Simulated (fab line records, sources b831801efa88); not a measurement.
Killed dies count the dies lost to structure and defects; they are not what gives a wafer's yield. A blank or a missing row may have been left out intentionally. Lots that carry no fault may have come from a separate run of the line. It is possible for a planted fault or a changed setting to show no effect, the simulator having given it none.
The same fault as seen by 2 desks + flow sky130 + what lay behind the numbers comes last; until then each desk has only its own

== AT THE METROLOGY DESK ==
What the gauges read, lot by lot, whatever tool the lot ran on: means of the sampled wafers that have a number. Any lot whose mean is over 4 standard deviations away from the usual mean is out of limits and marked OUT; that distance is given in the brackets.
Columns: A = VIA4_W_THK at SKY_VIA4_THK_MEAS_20, usual 513 nm
| lot  | first seen here | A   |
|------|-----------------|-----|
| L308 | day 42 10:28    | 512 |
| L309 | day 42 15:55    | 506 |
| L310 | day 43 01:25    | 505 |
| L312 | day 44 03:55    | 515 |
| L317 | day 45 04:52    | 516 |
| L320 | day 46 00:31    | 511 |
| L321 | day 46 02:20    | 515 |
| L324 | day 46 17:28    | 510 |
| L326 | day 47 03:25    | 510 |
| L328 | day 47 17:07    | 513 |
| L329 | day 48 11:13    | 520 |
| L331 | day 48 15:14    | 520 |
This desk's finding: nothing out of limits on any of the 12 lots.

== TOOL OWNER'S DESK, plasma_asher-04 ==
The tool's own readings at SKY_LOCAL_INTERCONNECT_STRIP_15 (strips in O2/N2): means of the sampled wafers that have a number, for each lot that ran on this tool. Any lot whose mean is over 4 standard deviations away from the usual mean is out of limits and marked OUT; that distance is given in the brackets.
Columns: A = drypump_motor_current_A at SKY_LOCAL_INTERCONNECT_STRIP_15, usual 5.5 A; B = o2_flow_sccm at SKY_LOCAL_INTERCONNECT_STRIP_15, usual 3000 sccm; C = oes_product_au at SKY_LOCAL_INTERCONNECT_STRIP_15, usual 0.427 a.u.; D = strip_time_to_endpoint_s at SKY_LOCAL_INTERCONNECT_STRIP_15, usual 4.735 s
| lot  | first seen here | A   | B    | C     | D     |
|------|-----------------|-----|------|-------|-------|
| L310 | day 30 17:08    | 5.4 | 2996 | 0.429 | 4.765 |
| L317 | day 33 09:37    | 5.4 | 3001 | 0.428 | 4.771 |
| L320 | day 34 08:20    | 5.4 | 3001 | 0.428 | 4.742 |
| L321 | day 34 13:11    | 5.4 | 3006 | 0.432 | 4.757 |
| L331 | day 37 16:13    | 5.1 | 2999 | 0.428 | 4.745 |
This desk's finding: nothing out of limits on any of the 5 lots.

== PUT TOGETHER ==
From the metrology desk's view, nothing was out of limits.
The tool owner's desk saw nothing out of limits.

== WHAT WAS PUT IN BY THE SIMULATOR ==
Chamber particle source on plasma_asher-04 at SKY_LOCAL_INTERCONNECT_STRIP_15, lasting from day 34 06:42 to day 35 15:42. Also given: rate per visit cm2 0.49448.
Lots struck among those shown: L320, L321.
